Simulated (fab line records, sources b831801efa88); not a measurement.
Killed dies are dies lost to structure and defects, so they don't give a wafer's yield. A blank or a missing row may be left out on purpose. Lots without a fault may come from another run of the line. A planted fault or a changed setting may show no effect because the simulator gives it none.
Which tool did it? | flow gf180mcu | 13 lots, 39 wafers sampled, at 5 steps of a route of 602

WHAT THE GAUGES READ, wafer by wafer
GF_HV_LDD_OVL_MEAS_08.
lot  | measured     | on         | HV_LDD_OVL (nm)
L793 | day 9 20:21  | overlay-02 | -2.1 -2.0 -2.6
L794 | day 10 04:33 | overlay-02 | -3.2 -3.1 -3.0
L795 | day 10 09:01 | overlay-02 | 0.0 -1.0 -0.3
L796 | day 10 18:05 | overlay-01 | 1.3 2.6 2.4
L797 | day 11 05:15 | overlay-01 | -1.6 -3.1 -0.7
L799 | day 11 18:27 | overlay-01 | -0.1 0.0 -1.1
L800 | day 12 03:28 | overlay-01 | -0.7 0.2 0.6
L802 | day 13 06:01 | overlay-01 | 1.2 1.4 -0.1
L803 | day 13 07:46 | overlay-01 | -1.8 -1.1 -0.5
L804 | day 13 21:38 | overlay-02 | -0.6 -0.6 -3.5
L805 | day 13 22:37 | overlay-01 | -1.9 -2.2 -2.0
L812 | day 16 06:37 | overlay-01 | -0.7 -1.0 -0.8
L813 | day 16 07:51 | overlay-01 | 0.5 -0.5 -0.8

GF_HV_LDD_TW_MEAS_38.
lot  | measured     | on            | HV_LDD_3_TW
L793 | day 11 09:49 | film_metro-04 | 1433 1437 1443
L794 | day 11 18:17 | film_metro-01 | 1430 1418 1418
L795 | day 11 22:53 | film_metro-02 | 1425 1431 1433
L796 | day 12 07:17 | film_metro-04 | 1447 1443 1444
L797 | day 12 20:05 | film_metro-02 | 1440 1435 1442
L799 | day 13 10:02 | film_metro-02 | 1438 1438 1444
L800 | day 13 19:18 | film_metro-02 | 1442 1442 1440
L802 | day 14 23:49 | film_metro-01 | 1433 1439 1442
L803 | day 15 02:45 | film_metro-02 | 1433 1443 1442
L804 | day 15 16:26 | film_metro-02 | 1439 1440 1444
L805 | day 15 18:14 | film_metro-01 | 1425 1421 1421
L812 | day 18 06:27 | film_metro-04 | 1416 1418 1408
L813 | day 18 08:14 | film_metro-04 | 1407 1409 1408

GF_HV_LDD_RS_MEAS_53: measures by four-point-probe.
lot  | measured     | on            | HV_LDD_RS (ohm/sq)
L793 | day 12 05:30 | film_metro-01 | 418.3 418.3 417.6
L794 | day 12 13:07 | film_metro-04 | 419.4 418.2 417.7
L795 | day 12 18:35 | film_metro-04 | 419.4 419.7 419.3
L796 | day 13 02:38 | film_metro-04 | 417.9 418.9 419.0
L797 | day 13 15:50 | film_metro-02 | 418.1 419.0 418.4
L799 | day 14 06:29 | film_metro-04 | 419.2 418.3 418.8
L800 | day 14 16:29 | film_metro-04 | 417.9 420.6 419.0
L802 | day 15 21:20 | film_metro-04 | 419.9 420.5 420.0
L803 | day 16 00:29 | film_metro-04 | 419.2 418.9 418.7
L804 | day 16 14:46 | film_metro-01 | 419.0 418.8 418.0
L805 | day 16 16:43 | film_metro-01 | 420.0 419.6 419.6
L812 | day 19 06:25 | film_metro-04 | 374.0 372.7 372.7
L813 | day 19 08:48 | film_metro-01 | 373.2 371.5 372.2

GF_NSD_TW_MEAS_12.
lot  | measured     | on            | NSD_TW
L793 | day 13 03:56 | film_metro-04 | 4250 4270 4256
L794 | day 13 10:50 | film_metro-04 | 4258 4255 4256
L795 | day 13 18:54 | film_metro-04 | 4259 4252 4250
L796 | day 14 01:33 | film_metro-01 | 4274 4278 4253
L797 | day 14 16:16 | film_metro-01 | 4226 4261 4233
L799 | day 15 06:32 | film_metro-04 | 4277 4269 4252
L800 | day 15 18:08 | film_metro-04 | 4278 4266 4273
L802 | day 16 23:22 | film_metro-01 | 4205 4214 4240
L803 | day 17 02:13 | film_metro-04 | 4273 4268 4258
L804 | day 17 17:21 | film_metro-04 | 4281 4261 4272
L805 | day 17 19:41 | film_metro-01 | 4185 4185 4194
L812 | day 20 09:31 | film_metro-03 | 4246 4253 4262
L813 | day 20 12:02 | film_metro-04 | 4287 4282 4281

WHICH TOOL RAN EACH LOT (tool, then ch and the chambers of the sampled wafers, then the start)
lot  | GF_HV_LDD_IMPLANT_35
L793 | implanter-02 ch 0, day 11 09:25
L794 | implanter-02 ch 0, day 11 17:54
L795 | implanter-04 ch 0, day 11 22:31
L796 | implanter-04 ch 0, day 12 06:55
L797 | implanter-04 ch 0, day 12 19:41
L799 | implanter-03 ch 0, day 13 09:40
L800 | implanter-03 ch 0, day 13 18:54
L802 | implanter-04 ch 0, day 14 23:25
L803 | implanter-04 ch 0, day 15 02:24
L804 | implanter-02 ch 0, day 15 16:04
L805 | implanter-02 ch 0, day 15 17:50
L812 | implanter-02 ch 0, day 18 06:03
L813 | implanter-02 ch 0, day 18 07:51
- GF_HV_LDD_IMPLANT_35

WHAT THE TOOLS THEMSELVES READ (means of the sampled wafers that have a number; where no wafer has one, the mark that the record gives instead)
GF_HV_LDD_IMPLANT_35.
lot  | tool         | tilt_deg (degrees)
L793 | implanter-02 | 29.967
L794 | implanter-02 | 30.007
L795 | implanter-04 | 29.998
L796 | implanter-04 | 29.962
L797 | implanter-04 | 30.032
L799 | implanter-03 | 29.999
L800 | implanter-03 | 29.967
L802 | implanter-04 | 30.012
L803 | implanter-04 | 29.984
L804 | implanter-02 | 29.982
L805 | implanter-02 | 29.982
L812 | implanter-02 | -0.013
L813 | implanter-02 | 0.002

THE ANSWER, worked out from the rows above alone
Rule: what is usual is taken from the lots themselves. Put in order of their means at a reading, lots are off if they are a third of the lots or fewer, leave a main group of 4 or more, and stand apart from it by a gap of 3 or more times the standard deviation of the main group's means; of several such gaps the widest counts. A main group whose means are all the same, to the digits that the tables above print for the reading, isn't used. A lot without any number at a reading at which 4 lots or more have one is off too. The other lots that the step has rows for count as sound. The gauges are gone through in route order, then the tools' own readings, and for those a lot's mean is taken as printed above. The first step at which some lot is off is used, and at that step the reading that is off furthest; a lot without a number counts as furthest.
Off: L812, L813, at GF_HV_LDD_RS_MEAS_53 (HV_LDD_RS). The main group: mean 418.9 ohm/sq, standard deviation 0.59.
A tool fits if, at a process step before that reading, it ran every lot that is off, and no sound lot after the first of them. The gauges at GF_HV_LDD_RS_MEAS_53 aren't tried: what is off there is off at GF_HV_LDD_IMPLANT_35 too, on other tools, and a gauge's error can't cause that. One fits: implanter-02 at GF_HV_LDD_IMPLANT_35. Its last sound lot is L805 (day 15 17:50), its first lot that is off L812 (day 18 06:03): a fault that began between those two fits.
The tool's own readings at GF_HV_LDD_IMPLANT_35 bear it out: on the lots that are off they differ by more than 5 times the standard deviation of the sound lots' means. tilt_deg reads -0.005 degrees there against 29.990 degrees on the sound lots.

WHAT THE SIMULATOR HAD PUT IN
Process parameter drift: implanter-02, from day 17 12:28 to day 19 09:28, at GF_HV_LDD_IMPLANT_35. Setting tilt_deg, moved by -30, from 30. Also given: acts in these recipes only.
Lots struck among those shown: L812, L813. The rule above found the same.
